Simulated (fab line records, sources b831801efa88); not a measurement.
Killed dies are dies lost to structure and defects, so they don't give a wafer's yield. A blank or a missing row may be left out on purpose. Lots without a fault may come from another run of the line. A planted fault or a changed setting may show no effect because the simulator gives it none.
Problem report in the 8D (eight disciplines) form, filled by code | flow sky130 | the parts of the form that need people (team, actions taken, sign-off) are left out

1. THE PROBLEM
POLY_GATE_CVD_00_THK at SKY_POLY_GATE_THK_MEAS_01 reads a mean of 127.9 nm on 3 wafers of 1 lot; wafers without a fault read 180.9 nm with a standard deviation of 1.7. That is -31 standard deviations from the usual mean.
First seen on wafer L254.1, day 16 09:11, on film_metro-04. The record holds 33 wafers of 11 lots with a number at this step. Rule for "out", or "out of limits": more than 4 standard deviations from the usual mean. The other wafers with a number count as sound.

2. WHAT IT IS AND WHAT IT IS NOT
question                    | is                     | is not
which readings at this step | POLY_GATE_CVD_00_THK   | -
which lots                  | L254                   | L248, L249, L252, L264, L266, L267, L268, L269, L270, L271
which wafers of those lots  | all that have a number | -
read on which gauges        | film_metro-04          | film_metro-01, film_metro-03
when                        | from day 16 09:11      | up to then (9 sound wafers); but 21 sound wafers of L264, L266, L267, L268, L269, L270, L271 came after

3. SUSPECTS, AND WHAT RULES EACH OUT
Counting: a tool at a process step up to the reading stays a suspect if it ran every lot that is out and no sound lot after the first of them.
- the gauge at SKY_POLY_GATE_THK_MEAS_01: ruled out. All the wafers that are out were read on film_metro-04, but those of them that SKY_POLY_GATE_CVD_00 has rows for are out there too, on other tools.
- plasma_asher-01 at SKY_DNWELL_STRIP_08 (strips in O2/N2): ruled out as a lasting fault. Sound lots L271 ran on it after its first lot that is out, L254 (day 4 16:42).
- lpcvd-01 at SKY_POLY_GATE_CVD_00 (deposits poly-Si, target thk 180 nm, time 720 s): ruled out as a lasting fault. Sound lots L264, L266, L267, L268, L269, L270, L271 ran on it after its first lot that is out, L254 (day 16 07:59).
Left after counting: nothing in the record.

4. THE CAUSE (what the simulator had put in)
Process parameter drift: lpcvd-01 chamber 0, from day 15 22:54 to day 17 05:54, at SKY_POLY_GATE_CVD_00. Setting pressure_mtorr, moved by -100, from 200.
Counting ruled it out, wrongly: the rule takes a fault to strike every lot that its tool runs from its start on, and this one did not.

5. THE CHAIN OF EFFECTS, in route order
Each row: a reading whose mean over the struck wafers that have a number lies more than 3 standard deviations from the usual. Only readings for which the record gives a usual standard deviation are gone through. hours: the time from each lot's start at the first step in this table that gives one to its start at this step, as a median over the lots. sigmas: the change in usual standard deviations.
hours | step                      | reading              | usual       | on struck wafers | change | sigmas
0     | SKY_POLY_GATE_CVD_00      | pressure_mtorr       | 200.0 mTorr | 100.1            | -99.9  | -99 or more
1     | SKY_POLY_GATE_THK_MEAS_01 | POLY_GATE_CVD_00_THK | 180.9 nm    | 127.9            | -53.0  | -31
63    | SKY_POLY_GATE_ETCH_17     | oes_product_au       | 0.986 a.u.  | 0.785            | -0.201 | -24
The process steps in it:
- SKY_POLY_GATE_CVD_00: deposits poly-Si, target thk 180 nm, time 720 s.
- SKY_POLY_GATE_ETCH_17: etches poly-Si in HBr/Cl2, stops on SiO2, target depth 180 nm, time 70.5 s.

6. WHAT WOULD HAVE CAUGHT IT SOONER
In this record the first reading out of limits at a measuring or inspecting step was taken at day 16 09:11, 10 hours after the fault began at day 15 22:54.
The tool's own readings at SKY_POLY_GATE_CVD_00 were out on every struck wafer that the step has a row for (pressure_mtorr): an alarm limit on them would have fired on the first of those.
